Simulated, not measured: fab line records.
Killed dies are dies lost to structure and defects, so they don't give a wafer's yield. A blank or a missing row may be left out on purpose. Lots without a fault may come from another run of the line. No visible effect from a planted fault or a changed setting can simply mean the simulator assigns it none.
2 desks, one fault | flow gf180mcu | numbers are kept per desk, each desk with only its own; the story behind them comes last

## AT THE METROLOGY DESK
What the gauges read, lot by lot, whatever tool the lot ran on: means of the sampled wafers that have a number. A lot is out of limits, marked OUT, if its mean lies more than 4 standard deviations from the usual mean; the brackets give that distance.
Columns: A = V4_W_RS at GF_V4_RS_MEAS_24, usual 0.324 ohm/sq; B = V4_W_THK at GF_V4_THK_MEAS_25, usual 345 nm; C = MIM_CVD_05_THK at GF_MIM_THK_MEAS_06, usual 42.0 nm; D = MIM_ALCU_RS at GF_MIM_RS_MEAS_10, usual 0.1611 ohm/sq; E = MIM_ALCU_THK at GF_MIM_THK_MEAS_11, usual 199.9 nm; F = cd_nm at GF_M5_CD_MEAS_07, usual 279.8 nm; G = M5_OVL at GF_M5_OVL_MEAS_08, usual 1 nm
lot  | first seen here | A     | B   | C    | D      | E     | F     | G
L667 | day 26 04:33    | 0.329 | 341 | 42.1 | 0.1610 | 200.3 | 278.5 | -1
L674 | day 28 09:10    | 0.330 | 340 | 42.5 | 0.1656 | 196.1 | 280.9 | 2
L680 | day 30 12:57    | 0.327 | 342 | 41.5 | 0.1651 | 195.6 | 279.9 | 3
L683 | day 31 03:07    | 0.320 | 347 | 42.1 | 0.1603 | 200.7 | 280.2 | 0
L684 | day 31 06:04    | 0.327 | 343 | 42.0 | 0.1621 | 197.5 | 278.2 | 1
Finding of this desk: none of the 5 lots has anything out of limits.

## AT THE TOOL OWNER'S DESK: pvd_sputter-01
The tool's own readings at GF_MIM_SPUTTER_09 (material TiN, target thk 35 nm, time 29.2 s): means of the sampled wafers that have a number, for each lot that ran on this tool. A lot is out of limits, marked OUT, if its mean lies more than 4 standard deviations from the usual mean; the brackets give that distance.
Columns: A = throttle_valve_pct at GF_MIM_SPUTTER_09, usual 29.5 %
lot  | first seen here | A
L674 | day 28 10:02    | 28.9
L680 | day 30 13:47    | 28.8
Finding of this desk: none of the 2 lots has anything out of limits.

## TAKEN TOGETHER
Metrology desk: nothing out of limits seen.
The desk of the tool owner found nothing out of limits.

## WHAT THE SIMULATOR PUT IN
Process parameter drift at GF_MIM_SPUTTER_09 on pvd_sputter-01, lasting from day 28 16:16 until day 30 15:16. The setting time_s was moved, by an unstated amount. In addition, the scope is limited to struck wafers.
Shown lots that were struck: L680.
